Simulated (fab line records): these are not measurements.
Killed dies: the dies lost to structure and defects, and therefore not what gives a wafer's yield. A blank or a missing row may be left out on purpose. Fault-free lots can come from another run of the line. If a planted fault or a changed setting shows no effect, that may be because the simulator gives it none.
fab line records	flow gf180mcu
record lots=5	wafers=15	lastDay=34
route steps=602 shown HV_LDD@227 NSD@235 PSD@248
lots that met no fault: taken from a fault-free run of the same line
startH: start of the lot's first displayed wafer, in hours after the record's first day	waitH: how many hours have passed since the lot's step before this one	" the same as in the row above	L1.1+2: one row covering several wafers at once	- no value, or no start was given	* or withheld: withheld	< > ~ a bound
route shown NAME@n: a module of which the file shows steps, and the number in the route of the first	usual: average and standard deviation across the fault-free wafers	same: alike in all rows	chamber/n: place in a boat	sites: each site's reading	_std_site: standard deviation across them	_edge_site: the outer-site mean with the inner-site mean subtracted	radiusMm: for every site, how far away it sits from the centre of the wafer	mask NAME#n: copy n	behind: the tool/chamber that last shaped the wafer	hold: reason for holding the lot/hours on hold/outcome of the hold	device: names the non-switching transistor (n, p or np)	end of line: the route-end tests of the same wafers	a step without rows: its recipe alone	killed: not the wafer's yield, but the dies lost to structure and defects at the first sort	map: dies across one wafer; x = killed, . = not, _ = none there
set.NAME: the setting that was run; set.NAME@STEP: the one run at that earlier step	model.NAME: the simulator's own value behind a step, which no gauge read
certain route steps with their lots: each step a table, each wafer a row
services: a tool's chamber out of use, with start hour (startH, from the record's first day; less than 0 if before it), hours out, and reason
## steps
# step GF_HV_LDD_CLEAN_51
# recipe chemistry=SC1/SC2	mix=1:4:20	tempC=70	timeS=150	dry=n2Spin
# step GF_HV_LDD_RTA_52
# recipe tempC=1000	timeS=10	ambient=N2
# usual lampPowerPct=35.6/1.4	wafer_temp_C_max=1007.5/1.3
lot.wafer	tool	chamber	startH	waitH	lampPowerPct	wafer_temp_C_max
L932.3	rtpAnneal-01	0	339.20	0.0	33.9	1006.5
L932.5	"	0	"	"	34.0	1008.0
L932.6	"	0	"	"	33.9	1006.2
L935.4	rtpAnneal-02	0	353.51	0.0	36.7	1006.3
L935.5	"	0	"	"	36.7	1007.5
L935.6	"	0	"	"	36.7	1007.0
L936.2	rtpAnneal-02	0	370.56	0.0	36.7	1007.1
L936.5	"	0	"	"	36.7	1007.2
L936.6	"	0	"	"	36.7	1007.6
L945.3	rtpAnneal-02	0	437.12	0.0	36.7	1006.3
L945.4	"	0	"	"	36.7	1008.4
L945.6	"	0	"	"	36.7	1010.5
L948.3	rtpAnneal-01	0	465.21	0.0	34.0	1007.3
L948.5	"	0	"	"	33.9	1009.4
L948.6	"	0	"	"	33.9	1007.1
# step GF_HV_LDD_RS_MEAS_53
# recipe thkMeasGauge=four-point-probe
# usual HV_LDD_RS=418.6/0.93
lot.wafer	tool	chamber	startH	waitH	HV_LDD_RS[ohm/sq]
L932.3	filmMetro-01	-	339.29	0.1	417.9
L932.5	"	-	"	"	419.4
L932.6	"	-	"	"	419.3
L935.4	filmMetro-01	-	353.63	0.1	419.6
L935.5	"	-	"	"	418.6
L935.6	"	-	"	"	419.7
L936.2	filmMetro-04	-	370.64	0.1	417.3
L936.5	"	-	"	"	418.0
L936.6	"	-	"	"	418.5
L945.3	filmMetro-01	-	437.21	0.1	418.0
L945.4	"	-	"	"	418.3
L945.6	"	-	"	"	417.7
L948.3	filmMetro-04	-	465.29	0.1	416.9
L948.5	"	-	"	"	416.7
L948.6	"	-	"	"	418.0
# step GF_HV_LDD_CVD_54
# recipe material=SiO2	targetThkNm=10	precursor=TEOS	tempC=680	timeS=75	pressureMtorr=400
# step GF_HV_LDD_THK_MEAS_55
# recipe reads=SiO2_of_HV_LDD_CVD_54
# usual HV_LDD_CVD_54_THK=9.96/0.13
lot.wafer	tool	chamber	startH	waitH	HV_LDD_CVD_54_THK[nm]
L932.3	filmMetro-04	-	340.41	0.0	10.15
L932.5	"	-	"	"	10.22
L932.6	"	-	"	"	10.18
L935.4	filmMetro-04	-	354.74	0.0	9.88
L935.5	"	-	"	"	9.91
L935.6	"	-	"	"	9.86
L936.2	filmMetro-01	-	371.77	0.0	9.99
L936.5	"	-	"	"	10.30
L936.6	"	-	"	"	10.12
L945.3	filmMetro-03	-	438.84	0.0	10.20
L945.4	"	-	"	"	9.98
L945.6	"	-	"	"	10.17
L948.3	filmMetro-01	-	466.42	0.0	9.99
L948.5	"	-	"	"	10.00
L948.6	"	-	"	"	10.03
# step GF_HV_LDD_CVD_56
# recipe material=Si3N4	precursor=DCS/NH3	targetThkNm=90	tempC=770	timeS=1543	pressureMtorr=250
# step GF_HV_LDD_THK_MEAS_57
# recipe reads=Si3N4_of_HV_LDD_CVD_56
# usual HV_LDD_CVD_56_THK=89.7/0.72
lot.wafer	tool	chamber	startH	waitH	HV_LDD_CVD_56_THK[nm]
L932.3	filmMetro-01	-	341.90	0.0	88.9
L932.5	"	-	"	"	88.7
L932.6	"	-	"	"	88.7
L935.4	filmMetro-04	-	356.23	0.0	90.2
L935.5	"	-	"	"	89.6
L935.6	"	-	"	"	89.4
L936.2	filmMetro-03	-	375.18	0.0	89.7
L936.5	"	-	"	"	89.6
L936.6	"	-	"	"	89.3
L945.3	filmMetro-04	-	442.11	0.0	89.1
L945.4	"	-	"	"	89.4
L945.6	"	-	"	"	90.2
L948.3	filmMetro-01	-	469.48	0.0	90.3
L948.5	"	-	"	"	90.8
L948.6	"	-	"	"	90.1
# step GF_HV_LDD_ETCHBACK_58
# recipe chemistry=CH3F/O2	target=Si3N4	stopOn=SiO2	sourceW=400	biasW=80	pressureMtorr=25	ch3fFlowSccm=40	O2_flow_sccm=30	timeS=100	targetDepthA=900
# usual drypumpMotorCurrentA=5.8/0.32	oesProductAu=0.841/0.0057	throttleValvePct=10.561/0.0086
lot.wafer	tool	chamber	startH	waitH	drypumpMotorCurrentA	oesProductAu	rfHoursCounterH	throttleValvePct
L932.3	rieDiel-03	0	341.94	0.0	5.3	0.834	80	10.549
L932.5	"	0	"	"	5.3	0.832	-	10.557
L932.6	"	1	"	"	6.1	0.827	-	10.570
L935.4	rieDiel-04	2	356.26	0.0	5.9	0.850	62	10.568
L935.5	"	2	"	"	5.9	0.840	-	10.545
L935.6	"	3	"	"	6.0	0.845	-	10.559
L936.2	rieDiel-03	2	375.23	0.0	6.1	0.839	63	10.570
L936.5	"	2	"	"	6.1	0.845	-	10.550
L936.6	"	3	"	"	5.3	0.830	-	10.561
L945.3	rieDiel-04	2	442.15	0.0	5.9	0.844	64	10.559
L945.4	"	1	"	"	5.5	0.840	78	10.567
L945.6	"	2	"	"	5.9	0.853	-	10.559
L948.3	rieDiel-03	0	469.52	0.0	5.3	0.849	83	10.552
L948.5	"	3	"	"	5.3	0.844	-	10.569
L948.6	"	0	"	"	5.3	0.837	-	10.558
# step GF_NSD_DEHYDRATE_00
# recipe tempC=200	timeS=60
# step GF_NSD_HMDS_01
# recipe primeTimeS=60	primeTempC=120
# step GF_NSD_COAT_02
# recipe resist=NOVOLAK	spinRpm=3000	resistThkNm=1000
# step GF_NSD_SOFTBAKE_03
# recipe tempC=90	timeS=60	resist=NOVOLAK
# step GF_NSD_EXPOSE_04
# recipe maskId=Nplus	targetCdNm=400	na=0.6	sourceShape=conventional	sigmaOuter=0.6	doseMj=140
# same na=0.6
lot.wafer	tool	chamber	startH	waitH	mask
L932.3+5+6	ilineStepper-02	0	352.82	-	Nplus#0
L935.4+5+6	ilineStepper-01	0	367.44	-	Pplus#0
L936.2+5+6	ilineStepper-01	0	386.45	-	Nplus#0
L945.3+4+6	ilineStepper-02	0	454.74	-	Nplus#0
L948.3+5+6	ilineStepper-02	0	481.93	-	Nplus#0
# step GF_NSD_PEB_05
# recipe tempC=withheld	timeS=*	resist=NOVOLAK
# step GF_NSD_DEVELOP_06
# recipe developTimeS=60	devTempC=23
# step GF_NSD_CD_MEAS_07
# recipe targetCdNm=400
# usual cdNm=400.1/2.8
lot.wafer	tool	chamber	startH	waitH	cdNm
L932.3	cdSem-01	-	363.67	0.1	401.6
L932.5	"	-	"	"	402.0
L932.6	"	-	"	"	402.3
L935.4	cdSem-01	-	378.09	0.1	-
L935.5	"	-	"	"	-
L935.6	"	-	"	"	-
L936.2	cdSem-01	-	397.65	0.1	395.5
L936.5	"	-	"	"	395.3
L936.6	"	-	"	"	393.3
L945.3	cdSem-01	-	465.71	0.1	398.9
L945.4	"	-	"	"	397.2
L945.6	"	-	"	"	399.3
L948.3	cdSem-02	-	493.61	0.1	397.1
L948.5	"	-	"	"	397.1
L948.6	"	-	"	"	397.7
# step GF_NSD_OVL_MEAS_08
# usual NSD_OVL=0.2/1.1
lot.wafer	tool	chamber	startH	waitH	NSD_OVL[nm]
L932.3	overlay-01	-	363.76	0.1	-0.2
L932.5	"	-	"	"	-1.1
L932.6	"	-	"	"	-0.7
L935.4	overlay-01	-	378.16	0.1	-
L935.5	"	-	"	"	-
L935.6	"	-	"	"	-
L936.2	overlay-01	-	397.75	0.1	1.2
L936.5	"	-	"	"	1.1
L936.6	"	-	"	"	0.8
L945.3	overlay-01	-	465.80	0.1	1.6
L945.4	"	-	"	"	1.1
L945.6	"	-	"	"	3.4
L948.3	overlay-02	-	493.71	0.1	-0.9
L948.5	"	-	"	"	0.2
L948.6	"	-	"	"	0.3
# step GF_NSD_IMPLANT_09
# recipe species=As	energyKev=60	doseCm2=4e+15	tiltDeg=7
# step GF_NSD_IMPLANT_10
# recipe species=P	energyKev=40	doseCm2=5e+14	tiltDeg=7
# step GF_NSD_STRIP_11
# recipe chemistry=O2/N2	powerW=1400	pressureMtorr=1500	platenTempC=250	o2FlowSccm=3000	n2FlowSccm=300	overashFraction=0.5
# usual drypumpMotorCurrentA=5.6/0.41	heaterPowerW=329/31	o2FlowSccm=2999/9.8	oesProductAu=0.487/0.0045	stripTimeToEndpointS=22.95/0.046
lot.wafer	tool	chamber	startH	waitH	drypumpMotorCurrentA	heaterPowerW	o2FlowSccm	oesProductAu	rfHoursCounterH	stripTimeToEndpointS
L932.3	plasmaAsher-01	0	364.12	0.1	5.7	349	2988	0.487	-	22.96
L932.5	"	0	"	"	5.7	349	2994	0.486	-	22.94
L932.6	"	1	"	"	5.4	300	2998	0.490	-	22.95
L935.4	plasmaAsher-01	1	378.52	0.1	5.4	297	3007	0.487	-	22.92
L935.5	"	0	"	"	5.7	351	2996	0.483	-	22.91
L935.6	"	1	"	"	5.4	302	3017	0.489	-	22.99
L936.2	plasmaAsher-03	0	398.08	0.1	4.8	332	3001	0.485	79	22.97
L936.5	"	0	"	"	4.8	334	3005	0.496	-	22.96
L936.6	"	1	"	"	5.8	334	3004	0.483	-	22.95
L945.3	plasmaAsher-03	1	466.16	0.1	5.8	327	2988	0.482	-	23.01
L945.4	"	0	"	"	4.8	339	2994	0.489	-	23.05
L945.6	"	1	"	"	5.8	332	2998	0.490	-	22.99
L948.3	plasmaAsher-03	1	494.06	0.1	5.8	328	3014	0.487	-	23.01
L948.5	"	0	"	"	4.8	325	2993	0.486	-	23.03
L948.6	"	1	"	"	5.8	339	3013	0.483	-	22.98
# step GF_NSD_TW_MEAS_12
# usual NSD_TW=4262/65
lot.wafer	tool	chamber	startH	waitH	NSD_TW
L932.3	filmMetro-04	-	364.20	0.1	4232
L932.5	"	-	"	"	4243
L932.6	"	-	"	"	4243
L935.4	filmMetro-02	-	378.61	0.1	30
L935.5	"	-	"	"	30
L935.6	"	-	"	"	30
L936.2	filmMetro-02	-	398.19	0.1	4260
L936.5	"	-	"	"	4241
L936.6	"	-	"	"	4283
L945.3	filmMetro-02	-	466.25	0.1	4215
L945.4	"	-	"	"	4237
L945.6	"	-	"	"	4216
L948.3	filmMetro-04	-	494.15	0.1	4148
L948.5	"	-	"	"	4159
L948.6	"	-	"	"	4152
# step GF_PSD_DEHYDRATE_00
# recipe tempC=200	timeS=60
# step GF_PSD_HMDS_01
# recipe primeTimeS=60	primeTempC=120
# step GF_PSD_COAT_02
# recipe resist=NOVOLAK	spinRpm=3000	resistThkNm=1000
# step GF_PSD_SOFTBAKE_03
# recipe tempC=90	timeS=60	resist=NOVOLAK
# step GF_PSD_EXPOSE_04
# recipe maskId=Pplus	targetCdNm=400	na=0.6	sourceShape=conventional	sigmaOuter=0.6	doseMj=140
# step GF_PSD_PEB_05
# recipe tempC=withheld	timeS=*	resist=NOVOLAK
# step GF_PSD_DEVELOP_06
# recipe developTimeS=60	devTempC=23
# step GF_PSD_CD_MEAS_07
# recipe targetCdNm=400
# usual cdNm=399.8/2.4
lot.wafer	tool	chamber	startH	waitH	cdNm
L932.3	cdSem-02	-	386.45	0.1	393.2
L932.5	"	-	"	"	395.5
L932.6	"	-	"	"	395.6
L935.4	cdSem-01	-	401.74	0.1	401.6
L935.5	"	-	"	"	401.1
L935.6	"	-	"	"	400.9
L936.2	cdSem-02	-	421.58	0.1	399.5
L936.5	"	-	"	"	397.5
L936.6	"	-	"	"	400.0
L945.3	cdSem-02	-	489.81	0.1	399.9
L945.4	"	-	"	"	396.9
L945.6	"	-	"	"	398.6
L948.3	cdSem-01	-	517.75	0.1	401.4
L948.5	"	-	"	"	402.4
L948.6	"	-	"	"	402.1
# step GF_PSD_OVL_MEAS_08
# usual PSD_OVL=0.0/1.3
lot.wafer	tool	chamber	startH	waitH	PSD_OVL[nm]
L932.3	overlay-01	-	386.55	0.1	1.2
L932.5	"	-	"	"	2.1
L932.6	"	-	"	"	0.0
L935.4	overlay-01	-	401.82	0.1	-0.8
L935.5	"	-	"	"	-0.5
L935.6	"	-	"	"	1.7
L936.2	overlay-02	-	421.69	0.1	0.5
L936.5	"	-	"	"	-0.3
L936.6	"	-	"	"	2.4
L945.3	overlay-01	-	489.91	0.1	-0.9
L945.4	"	-	"	"	-1.6
L945.6	"	-	"	"	-1.1
L948.3	overlay-01	-	517.84	0.1	1.5
L948.5	"	-	"	"	-1.1
L948.6	"	-	"	"	-0.2
# step GF_PSD_IMPLANT_09
# recipe species=BF2	energyKev=40	doseCm2=1.5e+15	tiltDeg=7
# step GF_PSD_STRIP_10
# recipe chemistry=O2/N2	powerW=1400	pressureMtorr=1500	platenTempC=250	o2FlowSccm=3000	n2FlowSccm=300	overashFraction=0.5
# usual drypumpMotorCurrentA=5.4/0.58	heaterPowerW=324/26	o2FlowSccm=3000/8.3	oesProductAu=0.592/0.0047	stripTimeToEndpointS=16.50/0.046
lot.wafer	tool	chamber	startH	waitH	drypumpMotorCurrentA	heaterPowerW	o2FlowSccm	oesProductAu	rfHoursCounterH	stripTimeToEndpointS
L932.3	plasmaAsher-02	0	386.75	0.1	6.4	354	2998	0.596	-	16.49
L932.5	"	0	"	"	6.3	353	2993	0.590	-	16.47
L932.6	"	1	"	"	4.7	291	2995	0.590	-	16.49
L935.4	plasmaAsher-03	1	402.02	0.1	5.8	339	3000	0.593	-	16.49
L935.5	"	0	"	"	4.8	336	2995	0.589	-	16.49
L935.6	"	1	"	"	5.8	344	3006	0.600	-	16.49
L936.2	plasmaAsher-03	1	421.87	0.1	5.8	335	3002	0.599	82	16.50
L936.5	"	0	"	"	4.8	326	2996	0.605	-	16.51
L936.6	"	1	"	"	5.8	332	3007	0.593	-	16.50
L945.3	plasmaAsher-02	1	490.11	0.1	4.7	273	2991	0.592	-	16.54
L945.4	"	0	"	"	6.4	354	3016	0.593	-	16.55
L945.6	"	0	"	"	6.4	353	3011	0.597	-	16.51
L948.3	plasmaAsher-02	0	518.05	0.1	6.4	348	2993	0.594	-	16.53
L948.5	"	0	"	"	6.4	356	3012	0.589	-	16.56
L948.6	"	1	"	"	4.7	270	2991	0.591	-	16.51
# step GF_PSD_TW_MEAS_11
# usual PSD_TW=3176/55
lot.wafer	tool	chamber	startH	waitH	PSD_TW
L932.3	filmMetro-02	-	386.84	0.1	3184
L932.5	"	-	"	"	3188
L932.6	"	-	"	"	3199
L935.4	filmMetro-04	-	402.12	0.1	4156
L935.5	"	-	"	"	4140
L935.6	"	-	"	"	4160
L936.2	filmMetro-02	-	421.98	0.1	3184
L936.5	"	-	"	"	3178
L936.6	"	-	"	"	3178
L945.3	filmMetro-02	-	490.20	0.1	3155
L945.4	"	-	"	"	3153
L945.6	"	-	"	"	3139
L948.3	filmMetro-03	-	518.14	0.1	3250
L948.5	"	-	"	"	3281
L948.6	"	-	"	"	3269
# step GF_PSD_CLEAN_12
# recipe chemistry=SC1/SC2	mix=1:4:20	tempC=70	timeS=150	dry=n2Spin
## services
tool	chamber	startH	hours	kind
plasmaAsher-01	-	339.92	7.9	repair
rtpAnneal-01	-	357.45	2.7	pm
ilineStepper-01	-	363.61	1.7	pm
plasmaAsher-02	-	374.75	2.8	pm
plasmaAsher-02	-	380.45	3.6	repair
plasmaAsher-03	-	384.97	3.7	repair
plasmaAsher-02	-	387.60	4.4	repair
plasmaAsher-02	-	397.33	5.2	repair
ilineStepper-02	0	397.41	-	calibration
ilineStepper-01	0	407.89	-	calibration
plasmaAsher-02	-	421.25	9.0	pm
plasmaAsher-02	0	421.25	9.0	ventCycle
plasmaAsher-02	1	421.25	9.0	ventCycle
plasmaAsher-02	0	430.25	-	clean
plasmaAsher-02	1	430.25	-	clean
ilineStepper-02	-	446.83	1.7	pm
plasmaAsher-03	-	461.27	3.1	repair
ilineStepper-01	-	475.03	5.1	repair
plasmaAsher-03	-	490.37	1.7	repair
plasmaAsher-03	-	505.22	4.9	repair
plasmaAsher-03	-	507.62	1.7	repair
rieDiel-03	0	514.56	21.5	repair
## key
firstSign step=GF_NSD_EXPOSE_04	reading=mask	direction=changed
effect step=GF_NSD_CD_MEAS_07	reading=cdNm	direction=missing
effect step=GF_NSD_OVL_MEAS_08	reading=NSD_OVL	direction=missing
effect step=GF_NSD_TW_MEAS_12	reading=NSD_TW	direction=down	sigmas=65	usual=4262	struck=30
effect step=GF_PSD_TW_MEAS_11	reading=PSD_TW	direction=up	sigmas=18	usual=3176	struck=4152
metAt GF_NSD_EXPOSE_04
struckWafers L935.4,L935.5,L935.6
sortLeftOut L935.4,L935.5,L935.6
testerLeftOut L935
fault kind=wrongMask	tool=any	chamber=-	onsetH=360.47	steps=GF_NSD_EXPOSE_04	auxCopy=Pplus#0	scope=struckLotsOnly
# testerLeftOut: of these lots the tester's yield and bins aren't shown, on N5 and GAA mostly nor the transistor test; their killed dies are dies lost to structure and defects alone, not to doping, threshold or leakage, so they don't give the yield
# sortLeftOut: the simulated sort isn't trusted on such a fault, so these wafers' sort isn't shown, and their yield isn't known
